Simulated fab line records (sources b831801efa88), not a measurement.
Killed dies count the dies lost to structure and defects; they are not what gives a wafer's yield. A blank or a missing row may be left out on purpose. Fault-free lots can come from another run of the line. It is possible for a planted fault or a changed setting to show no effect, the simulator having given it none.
fab line records	flow gf180mcu
record lots=5	wafers=23
route steps=602 shown VT_IMPLANT@98 POLY_GATE@173 HV_LDD@180 NSD@237
startH: hours from the record's first day to the start of the lot's first wafer shown	waitH: hours from the lot's prior step to this one	" as in the row above	L1.1+2: a row that stands for several wafers	- no value present, or no start provided	* or withheld: withheld	< > ~ a bound
route shown NAME@n: a module of which the file shows steps, and the number in the route of the first	usual: mean/standard deviation of fault-free wafers	same: alike in all rows	chamber/n: place in a boat	sites: each site's reading	_std_site: their standard deviation	_edge_site: inner sites' mean taken away from outer sites' mean	radiusMm: how far each site lies from the wafer's centre	mask NAME#n: copy n	behind: tool/chamber where the wafer was last shaped	hold: the reason the lot was held/the length of the hold in hours/how it ended	device: which transistor (n, p or np) failed to switch	end of line: the same wafers' tests at the end of the route	a step without rows: its recipe alone	killed: the dies lost at the first sort to structure and to defects; this is not the yield of the wafer	map: the dies of a wafer, with x for killed, . for not killed, _ for no die there
set.NAME: the setting that was run; set.NAME@STEP: the one run at that earlier step	model.NAME: the simulator's own value behind a step, which no gauge read
lots where settings were altered on purpose, with a table for each step and a row for each wafer
## steps
# step GF_VT_IMPLANT_IMPLANT_08
# recipe species=BF2	energyKev=20	doseCm2=8.29e+12	tiltDeg=7
lot.wafer	tool	chamber	startH	waitH	set.doseCm2
L074.1+2+3+4+5	implanter-01	0	110.52	0.0	8.29e+12
L076.1+4+5	implanter-01	0	126.12	0.0	9.422e+12
L076.3+6	"	0	"	"	8.29e+12
L079.1+4+5	implanter-01	0	139.97	0.0	8.29e+12
L080.1+3+6	implanter-01	0	148.42	0.0	8.29e+12
L080.2+5	"	0	"	"	8.743e+12
L083.2+3+6	implanter-03	0	169.09	0.0	8.801e+12
L083.4+5	"	0	"	"	8.29e+12
# step GF_VT_IMPLANT_STRIP_09
# recipe chemistry=O2/N2	powerW=1400	pressureMtorr=1500	platenTempC=250	o2FlowSccm=3000	n2FlowSccm=300	overashFraction=0.5
# step GF_VT_IMPLANT_TW_MEAS_10
# usual VT_IMPLANT_TW=566/3.9
lot.wafer	tool	chamber	startH	waitH	set.doseCm2@VT_IMPLANT_IMPLANT_08	VT_IMPLANT_TW
L074.1	filmMetro-01	-	110.91	0.2	8.29e+12	568
L074.2	"	-	"	"	8.29e+12	566
L074.3	"	-	"	"	8.29e+12	571
L074.4	"	-	"	"	8.29e+12	570
L074.5	"	-	"	"	8.29e+12	566
L076.1	filmMetro-04	-	126.37	0.1	9.422e+12	589
L076.3	"	-	"	"	8.29e+12	566
L076.4	"	-	"	"	9.422e+12	592
L076.5	"	-	"	"	9.422e+12	591
L076.6	"	-	"	"	8.29e+12	564
L079.1	filmMetro-03	-	140.22	0.1	8.29e+12	557
L079.4	"	-	"	"	8.29e+12	558
L079.5	"	-	"	"	8.29e+12	557
L080.1	filmMetro-04	-	148.67	0.1	8.29e+12	570
L080.2	"	-	"	"	8.743e+12	577
L080.3	"	-	"	"	8.29e+12	567
L080.5	"	-	"	"	8.743e+12	577
L080.6	"	-	"	"	8.29e+12	564
L083.2	filmMetro-03	-	169.33	0.1	8.801e+12	570
L083.3	"	-	"	"	8.801e+12	570
L083.4	"	-	"	"	8.29e+12	562
L083.5	"	-	"	"	8.29e+12	559
L083.6	"	-	"	"	8.801e+12	569
# step GF_VT_IMPLANT_COAT_24
# recipe resist=NOVOLAK	spinRpm=3000	resistThkNm=1000
lot.wafer	tool	chamber	startH	waitH	set.resistThkNm	model.NOVOLAK_of_VT_IMPLANT_COAT_24.thkNm
L074.1	lithoTrack-02	0	132.23	0.1	969.2	969.1
L074.2+5	"	0	"	"	1000	1001
L074.3	"	0	"	"	969.2	971.4
L074.4	"	0	"	"	969.2	971.1
L076.1	lithoTrack-03	0	148.96	0.1	966.8	969.2
L076.3	"	0	"	"	966.8	967.4
L076.4	"	0	"	"	1000	1001
L076.5	"	0	"	"	1000	1004
L076.6	"	0	"	"	1000	1002
L079.1	lithoTrack-03	0	163.36	0.1	1000	1003
L079.4	"	0	"	"	1000	1002
L079.5	"	0	"	"	1000	1004
L080.1	lithoTrack-03	0	172.61	0.1	1000	1005
L080.2	"	0	"	"	1000	999
L080.3	"	0	"	"	967.7	970.7
L080.5	"	0	"	"	967.7	968.2
L080.6	"	0	"	"	1000	1001
L083.2	lithoTrack-03	0	194.19	0.1	1000	1005
L083.3+5	"	0	"	"	1000	1002
L083.4+6	"	0	"	"	1000	1003
# step GF_VT_IMPLANT_DEVELOP_28
# recipe developTimeS=60	devTempC=23
lot.wafer	tool	chamber	startH	waitH	set.developTimeS
L074.1+2+4	lithoTrack-02	0	139.58	0.1	60
L074.3+5	"	0	"	"	52.59
L076.1+3+4+5+6	lithoTrack-02	0	157.08	0.1	60
L079.1+4+5	lithoTrack-01	0	171.23	0.1	60
L080.1+5+6	lithoTrack-02	0	180.73	0.1	65.66
L080.2+3	"	0	"	"	60
L083.2+6	lithoTrack-02	0	202.50	0.1	66.03
L083.3+4+5	"	0	"	"	60
# step GF_VT_IMPLANT_IMPLANT_30
# recipe species=B	energyKev=25	doseCm2=2.534e+12	tiltDeg=7
# step GF_VT_IMPLANT_STRIP_31
# recipe chemistry=O2/N2	powerW=1400	pressureMtorr=1500	platenTempC=250	o2FlowSccm=3000	n2FlowSccm=300	overashFraction=0.5
# usual stripTimeToEndpointS=12.633/0.028
lot.wafer	tool	chamber	startH	waitH	set.resistThkNm@VT_IMPLANT_COAT_24	stripTimeToEndpointS
L074.1	plasmaAsher-04	0	139.92	0.1	969.2	12.249
L074.2	"	1	"	"	1000	12.647
L074.3	"	0	"	"	969.2	12.307
L074.4	"	1	"	"	969.2	12.288
L074.5	"	1	"	"	1000	12.647
L076.1	plasmaAsher-04	1	157.42	0.1	966.8	12.267
L076.3	"	1	"	"	966.8	12.263
L076.4	"	0	"	"	1000	12.645
L076.5	"	1	"	"	1000	12.661
L076.6	"	0	"	"	1000	12.656
L079.1	plasmaAsher-02	1	171.57	0.1	1000	12.661
L079.4	"	0	"	"	1000	12.653
L079.5	"	0	"	"	1000	12.681
L080.1	plasmaAsher-04	0	181.07	0.1	1000	12.683
L080.2	"	1	"	"	1000	12.612
L080.3	"	0	"	"	967.7	12.289
L080.5	"	0	"	"	967.7	12.252
L080.6	"	1	"	"	1000	12.637
L083.2	plasmaAsher-03	1	202.82	0.1	1000	12.701
L083.3	"	0	"	"	1000	12.657
L083.4	"	1	"	"	1000	12.673
L083.5	"	0	"	"	1000	12.640
L083.6	"	1	"	"	1000	12.675
# step GF_POLY_GATE_OXIDATION_16
# recipe tempC=850	ambient=O2	stabiliseS=600	purgeS=300	targetThkA=40	oxTimeS=899
lot.wafer	tool	chamber	startH	waitH	set.tempC	model.SiO2_of_POLY_GATE_OXIDATION_16.thkNm
L074.1	-	-	-	0.3	855.5	4.251
L074.2	"	-	"	"	855.5	4.302
L074.3	"	-	"	"	855.5	4.203
L074.4	"	-	"	"	855.5	4.298
L074.5	"	-	"	"	855.5	4.249
L076.1	-	-	-	0.0	853	4.138
L076.3	"	-	"	"	853	4.085
L076.4	"	-	"	"	853	4.149
L076.5	"	-	"	"	853	4.212
L076.6	"	-	"	"	853	4.177
L079.1	furnace-01	0	229.13	0.0	850	3.938
L079.4	"	0	"	"	850	3.915
L079.5	"	0	"	"	850	3.992
L080.1	-	-	-	0.0	855	4.253
L080.2	"	-	"	"	855	4.277
L080.3	"	-	"	"	855	4.238
L080.5	"	-	"	"	855	4.196
L080.6	"	-	"	"	855	4.167
L083.2	-	-	-	4.9	854.5	4.287
L083.3	"	-	"	"	854.5	4.277
L083.4	"	-	"	"	854.5	4.314
L083.5	"	-	"	"	854.5	4.234
L083.6	"	-	"	"	854.5	4.249
# step GF_HV_LDD_EXPOSE_04
# recipe maskId=Nplus_LV_AREA	targetCdNm=400	na=0.6	sourceShape=conventional	sigmaOuter=0.6	doseMj=140
lot.wafer	tool	chamber	startH	waitH	mask	set.doseMj
L074.1+4+5	ilineStepper-01	0	-	-	Nplus_LV_AREA#0	136.4
L074.2+3	"	0	"	"	Nplus_LV_AREA#0	140
L076.1+3+4+5+6	ilineStepper-01	0	-	-	Nplus_LV_AREA#0	140
L079.1+4+5	ilineStepper-01	0	-	-	Nplus_LV_AREA#0	140
L080.1+2+5	ilineStepper-01	0	-	-	Nplus_LV_AREA#0	132.1
L080.3+6	"	0	"	"	Nplus_LV_AREA#0	140
L083.2+4	ilineStepper-01	0	-	-	Nplus_LV_AREA#0	140
L083.3+5+6	"	0	"	"	Nplus_LV_AREA#0	134.4
# step GF_HV_LDD_PEB_05
# recipe tempC=withheld	timeS=*	resist=NOVOLAK
# step GF_HV_LDD_DEVELOP_06
# recipe developTimeS=60	devTempC=23
# step GF_HV_LDD_CD_MEAS_07
# recipe targetCdNm=400
# usual cdNm=400.1/2.7
lot.wafer	tool	chamber	startH	waitH	set.doseMj@HV_LDD_EXPOSE_04	cdNm
L074.1	cdSem-02	-	211.82	0.1	136.4	390.0
L074.2	"	-	"	"	140	397.3
L074.3	"	-	"	"	140	393.6
L074.4	"	-	"	"	136.4	390.3
L074.5	"	-	"	"	136.4	389.5
L076.1	cdSem-01	-	232.72	0.1	140	401.8
L076.3	"	-	"	"	140	401.2
L076.4	"	-	"	"	140	400.3
L076.5	"	-	"	"	140	398.2
L076.6	"	-	"	"	140	401.2
L079.1	cdSem-01	-	249.18	0.1	140	405.1
L079.4	"	-	"	"	140	404.0
L079.5	"	-	"	"	140	403.8
L080.1	cdSem-02	-	260.22	0.1	132.1	380.0
L080.2	"	-	"	"	132.1	379.5
L080.3	"	-	"	"	140	398.0
L080.5	"	-	"	"	132.1	381.7
L080.6	"	-	"	"	140	398.5
L083.2	cdSem-01	-	289.24	0.1	140	399.2
L083.3	"	-	"	"	134.4	388.8
L083.4	"	-	"	"	140	401.6
L083.5	"	-	"	"	134.4	389.1
L083.6	"	-	"	"	134.4	388.3
# step GF_HV_LDD_IMPLANT_09
# recipe species=As	energyKev=40	doseCm2=1e+14	tiltDeg=7
lot.wafer	tool	chamber	startH	waitH	set.doseCm2
L074.1+2+3+4+5	implanter-02	0	211.98	0.0	1e+14
L076.1+4+5	implanter-04	0	232.88	0.0	1e+14
L076.3+6	"	0	"	"	1.075e+14
L079.1+4+5	implanter-01	0	249.33	0.0	1e+14
L080.1+3+5	implanter-01	0	260.42	0.1	8.727e+13
L080.2+6	"	0	"	"	1e+14
L083.2+3+5	implanter-02	0	289.40	0.0	1e+14
L083.4+6	"	0	"	"	1.124e+14
# step GF_HV_LDD_STRIP_10
# recipe chemistry=O2/N2	powerW=1400	pressureMtorr=1500	platenTempC=250	o2FlowSccm=3000	n2FlowSccm=300	overashFraction=0.5
# step GF_HV_LDD_TW_MEAS_11
# usual HV_LDD_TW=2410/18
lot.wafer	tool	chamber	startH	waitH	set.doseCm2@HV_LDD_IMPLANT_09	HV_LDD_TW
L074.1	filmMetro-02	-	212.23	0.1	1e+14	2407
L074.2	"	-	"	"	1e+14	2414
L074.3	"	-	"	"	1e+14	2400
L074.4	"	-	"	"	1e+14	2400
L074.5	"	-	"	"	1e+14	2401
L076.1	filmMetro-03	-	233.13	0.1	1e+14	2391
L076.3	"	-	"	"	1.075e+14	2443
L076.4	"	-	"	"	1e+14	2395
L076.5	"	-	"	"	1e+14	2381
L076.6	"	-	"	"	1.075e+14	2442
L079.1	filmMetro-02	-	249.58	0.1	1e+14	2403
L079.4	"	-	"	"	1e+14	2395
L079.5	"	-	"	"	1e+14	2410
L080.1	filmMetro-03	-	260.67	0.1	8.727e+13	2321
L080.2	"	-	"	"	1e+14	2415
L080.3	"	-	"	"	8.727e+13	2315
L080.5	"	-	"	"	8.727e+13	2323
L080.6	"	-	"	"	1e+14	2402
L083.2	filmMetro-03	-	289.63	0.1	1e+14	2389
L083.3	"	-	"	"	1e+14	2397
L083.4	"	-	"	"	1.124e+14	2468
L083.5	"	-	"	"	1e+14	2393
L083.6	"	-	"	"	1.124e+14	2467
# step GF_HV_LDD_EXPOSE_28
# recipe maskId=Nplus_HV_AREA	targetCdNm=400	na=0.6	sourceShape=conventional	sigmaOuter=0.6	doseMj=140
lot.wafer	tool	chamber	startH	waitH	mask	set.doseMj
L074.1+2	ilineStepper-02	0	-	-	Nplus_HV_AREA#0	149
L074.3+4+5	"	0	"	"	Nplus_HV_AREA#0	140
L076.1+3+5	ilineStepper-02	0	-	-	Nplus_HV_AREA#0	135
L076.4+6	"	0	"	"	Nplus_HV_AREA#0	140
L079.1+4+5	ilineStepper-01	0	-	-	Nplus_HV_AREA#0	140
L080.1+2+6	ilineStepper-01	0	-	-	Nplus_HV_AREA#0	136.5
L080.3+5	"	0	"	"	Nplus_HV_AREA#0	140
L083.2+4+6	ilineStepper-02	0	-	-	Nplus_HV_AREA#0	144.5
L083.3+5	"	0	"	"	Nplus_HV_AREA#0	140
# step GF_HV_LDD_DEVELOP_30
# recipe developTimeS=60	devTempC=23
lot.wafer	tool	chamber	startH	waitH	set.developTimeS
L074.1+5	lithoTrack-01	0	249.33	0.1	60
L074.2+3+4	"	0	"	"	56.85
L076.1+3+6	lithoTrack-03	0	270.86	0.1	55.68
L076.4+5	"	0	"	"	60
L079.1+4+5	lithoTrack-04	0	286.47	0.1	60
L080.1+2	lithoTrack-04	0	298.62	0.1	60
L080.3+5+6	"	0	"	"	66.31
L083.2+3+4+5+6	lithoTrack-04	0	328.94	0.1	60
# step GF_HV_LDD_CD_MEAS_31
# recipe targetCdNm=400
# usual cdNm=399.4/2.3
lot.wafer	tool	chamber	startH	waitH	set.doseMj@HV_LDD_EXPOSE_28	set.developTimeS@HV_LDD_DEVELOP_30	cdNm
L074.1	cdSem-01	-	249.48	0.1	149	60	417.2
L074.2	"	-	"	"	149	56.85	414.7
L074.3	"	-	"	"	140	56.85	392.2
L074.4	"	-	"	"	140	56.85	396.0
L074.5	"	-	"	"	140	60	399.4
L076.1	cdSem-01	-	271.01	0.1	135	55.68	383.5
L076.3	"	-	"	"	135	55.68	383.7
L076.4	"	-	"	"	140	60	400.3
L076.5	"	-	"	"	135	60	391.4
L076.6	"	-	"	"	140	55.68	394.2
L079.1	cdSem-01	-	286.62	0.1	140	60	396.0
L079.4	"	-	"	"	140	60	393.9
L079.5	"	-	"	"	140	60	393.0
L080.1	cdSem-01	-	298.77	0.1	136.5	60	387.2
L080.2	"	-	"	"	136.5	60	390.9
L080.3	"	-	"	"	140	66.31	406.8
L080.5	"	-	"	"	140	66.31	407.6
L080.6	"	-	"	"	136.5	66.31	400.1
L083.2	cdSem-01	-	329.09	0.1	144.5	60	410.8
L083.3	"	-	"	"	140	60	401.0
L083.4	"	-	"	"	144.5	60	410.7
L083.5	"	-	"	"	140	60	397.5
L083.6	"	-	"	"	144.5	60	411.2
# step GF_HV_LDD_COAT_41
# recipe resist=NOVOLAK	spinRpm=3000	resistThkNm=1000
lot.wafer	tool	chamber	startH	waitH	set.spinRpm	model.NOVOLAK_of_HV_LDD_COAT_41.thkNm
L074.1	lithoTrack-01	0	259.33	0.1	2930	1011
L074.2	"	0	"	"	2930	1012
L074.3	"	0	"	"	2930	1009
L074.4	"	0	"	"	3000	999.5
L074.5	"	0	"	"	3000	1002
L076.1	lithoTrack-03	0	280.56	0.1	3138	974.5
L076.3	"	0	"	"	3000	993.5
L076.4	"	0	"	"	3138	973.6
L076.5	"	0	"	"	3000	998.2
L076.6	"	0	"	"	3138	977.2
L079.1	lithoTrack-04	0	296.67	0.1	3000	1002
L079.4	"	0	"	"	3000	1004
L079.5	"	0	"	"	3000	1000
L080.1	lithoTrack-04	0	309.62	0.1	3216	968.7
L080.2	"	0	"	"	3000	1002
L080.3	"	0	"	"	3216	970.5
L080.5	"	0	"	"	3000	1005
L080.6	"	0	"	"	3216	969.2
L083.2	lithoTrack-01	0	340.10	0.1	3169	975.5
L083.3	"	0	"	"	3000	999.7
L083.4	"	0	"	"	3000	999.3
L083.5	"	0	"	"	3000	1006
L083.6	"	0	"	"	3169	976.6
# step GF_HV_LDD_SOFTBAKE_42
# recipe tempC=90.71	timeS=60	resist=NOVOLAK
# step GF_HV_LDD_EXPOSE_43
# recipe maskId=Pplus_HV_AREA	targetCdNm=400	na=0.6	sourceShape=conventional	sigmaOuter=0.6	doseMj=140
# step GF_HV_LDD_IMPLANT_48
# recipe species=B	energyKev=25	doseCm2=3e+13	tiltDeg=7
# step GF_HV_LDD_STRIP_49
# recipe chemistry=O2/N2	powerW=1400	pressureMtorr=1500	platenTempC=250	o2FlowSccm=3000	n2FlowSccm=300	overashFraction=0.5
# usual stripTimeToEndpointS=12.60/0.04
lot.wafer	tool	chamber	startH	waitH	set.spinRpm@HV_LDD_COAT_41	stripTimeToEndpointS
L074.1	plasmaAsher-02	0	268.33	0.1	2930	12.73
L074.2	"	1	"	"	2930	12.75
L074.3	"	0	"	"	2930	12.73
L074.4	"	1	"	"	3000	12.60
L074.5	"	1	"	"	3000	12.63
L076.1	plasmaAsher-03	0	290.82	0.1	3138	12.30
L076.3	"	0	"	"	3000	12.54
L076.4	"	1	"	"	3138	12.30
L076.5	"	0	"	"	3000	12.59
L076.6	"	1	"	"	3138	12.33
L079.1	plasmaAsher-01	0	306.82	0.1	3000	12.64
L079.4	"	1	"	"	3000	12.65
L079.5	"	1	"	"	3000	12.60
L080.1	plasmaAsher-01	1	320.37	0.1	3216	12.25
L080.2	"	0	"	"	3000	12.63
L080.3	"	1	"	"	3216	12.25
L080.5	"	1	"	"	3000	12.67
L080.6	"	0	"	"	3216	12.26
L083.2	plasmaAsher-03	0	350.22	0.1	3169	12.31
L083.3	"	1	"	"	3000	12.61
L083.4	"	0	"	"	3000	12.60
L083.5	"	1	"	"	3000	12.68
L083.6	"	0	"	"	3169	12.33
# step GF_HV_LDD_CLEAN_51
# recipe chemistry=SC1/SC2	mix=1:4:20	tempC=70	timeS=150	dry=n2Spin
# step GF_HV_LDD_RTA_52
# recipe tempC=1000	timeS=10	ambient=N2
# step GF_HV_LDD_RS_MEAS_53
# recipe thkMeasGauge=four-point-probe
# usual HV_LDD_RS=418.5/0.9
lot.wafer	tool	chamber	startH	waitH	set.doseCm2@HV_LDD_IMPLANT_09	HV_LDD_RS[ohm/sq]
L074.1	filmMetro-03	-	268.61	0.1	1e+14	418.5
L074.2	"	-	"	"	1e+14	418.6
L074.3	"	-	"	"	1e+14	419.3
L074.4	"	-	"	"	1e+14	419.3
L074.5	"	-	"	"	1e+14	418.5
L076.1	filmMetro-03	-	291.10	0.1	1e+14	418.8
L076.3	"	-	"	"	1.075e+14	404.9
L076.4	"	-	"	"	1e+14	417.8
L076.5	"	-	"	"	1e+14	418.6
L076.6	"	-	"	"	1.075e+14	405.8
L079.1	filmMetro-02	-	307.09	0.1	1e+14	418.3
L079.4	"	-	"	"	1e+14	418.8
L079.5	"	-	"	"	1e+14	417.7
L080.1	filmMetro-01	-	320.64	0.1	8.727e+13	442.5
L080.2	"	-	"	"	1e+14	418.8
L080.3	"	-	"	"	8.727e+13	444.6
L080.5	"	-	"	"	8.727e+13	444.8
L080.6	"	-	"	"	1e+14	420.2
L083.2	filmMetro-03	-	350.52	0.1	1e+14	418.1
L083.3	"	-	"	"	1e+14	418.7
L083.4	"	-	"	"	1.124e+14	397.3
L083.5	"	-	"	"	1e+14	419.8
L083.6	"	-	"	"	1.124e+14	398.3
# step GF_NSD_COAT_02
# recipe resist=NOVOLAK	spinRpm=3000	resistThkNm=1000
lot.wafer	tool	chamber	startH	waitH	set.resistThkNm	model.NOVOLAK_of_NSD_COAT_02.thkNm
L074.1	lithoTrack-03	0	281.16	0.1	1056	1057
L074.2	"	0	"	"	1000	999.3
L074.3	"	0	"	"	1000	1001
L074.4	"	0	"	"	1056	1054
L074.5	"	0	"	"	1056	1056
L076.1	lithoTrack-03	0	303.06	0.1	984.4	984.6
L076.3	"	0	"	"	1000	998
L076.4	"	0	"	"	1000	996.3
L076.5	"	0	"	"	984.4	984.7
L076.6	"	0	"	"	1000	997.5
L079.1	lithoTrack-03	0	319.46	0.1	1000	997.6
L079.4	"	0	"	"	1000	996.3
L079.5	"	0	"	"	1000	1000
L080.1+3	lithoTrack-01	0	333.78	0.1	1000	1002
L080.2	"	0	"	"	947.4	949.1
L080.5	"	0	"	"	947.4	948.3
L080.6	"	0	"	"	947.4	950.9
L083.2	lithoTrack-03	0	364.49	0.1	948.1	942.7
L083.3	"	0	"	"	1000	1002
L083.4	"	0	"	"	1000	997
L083.5	"	0	"	"	948.1	944.9
L083.6	"	0	"	"	1000	995.9
## key
split step=GF_VT_IMPLANT_IMPLANT_08	setting=doseCm2	stated=8.29e+12	by=wafer
response step=GF_VT_IMPLANT_TW_MEAS_10	reading=VT_IMPLANT_TW	change=+1.82	per=1%	r=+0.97
split step=GF_VT_IMPLANT_COAT_24	setting=resistThkNm	stated=1000	by=wafer
response step=GF_VT_IMPLANT_COAT_24	reading=model.NOVOLAK_of_VT_IMPLANT_COAT_24.thkNm	change=+10	per=1%	r=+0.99
response step=GF_VT_IMPLANT_STRIP_31	reading=stripTimeToEndpointS	change=*	per=1%	r=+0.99
split step=GF_VT_IMPLANT_DEVELOP_28	setting=developTimeS	stated=60	by=wafer
response none clear
split step=GF_POLY_GATE_OXIDATION_16	setting=tempC	stated=850	by=lot
response step=GF_POLY_GATE_OXIDATION_16	reading=model.SiO2_of_POLY_GATE_OXIDATION_16.thkNm	change=+0.485	per=1%	r=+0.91
split step=GF_HV_LDD_EXPOSE_04	setting=doseMj	stated=140	by=wafer
response step=GF_HV_LDD_CD_MEAS_07	reading=cdNm	change=+2.97	per=1%	r=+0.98
split step=GF_HV_LDD_IMPLANT_09	setting=doseCm2	stated=1e+14	by=wafer
response step=GF_HV_LDD_TW_MEAS_11	reading=HV_LDD_TW	change=+6.6	per=1%	r=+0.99
response step=GF_HV_LDD_RS_MEAS_53	reading=HV_LDD_RS	change=-1.81	per=1%	r=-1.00
split step=GF_HV_LDD_EXPOSE_28	setting=doseMj	stated=140	by=wafer
response step=GF_HV_LDD_CD_MEAS_31	reading=cdNm	change=+3.43	per=1%	r=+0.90
split step=GF_HV_LDD_DEVELOP_30	setting=developTimeS	stated=60	by=wafer
response step=GF_HV_LDD_CD_MEAS_31	reading=cdNm	slope=+0.965	per=1%	togetherWith=doseMj@HV_LDD_EXPOSE_28	explained=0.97
split step=GF_HV_LDD_COAT_41	setting=spinRpm	stated=3000	by=wafer
response step=GF_HV_LDD_COAT_41	reading=model.NOVOLAK_of_HV_LDD_COAT_41.thkNm	change=-4.61	per=1%	r=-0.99
response step=GF_HV_LDD_STRIP_49	reading=stripTimeToEndpointS	change=*	per=1%	r=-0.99
split step=GF_NSD_COAT_02	setting=resistThkNm	stated=1000	by=wafer
response step=GF_NSD_COAT_02	reading=model.NOVOLAK_of_NSD_COAT_02.thkNm	change=+10.1	per=1%	r=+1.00
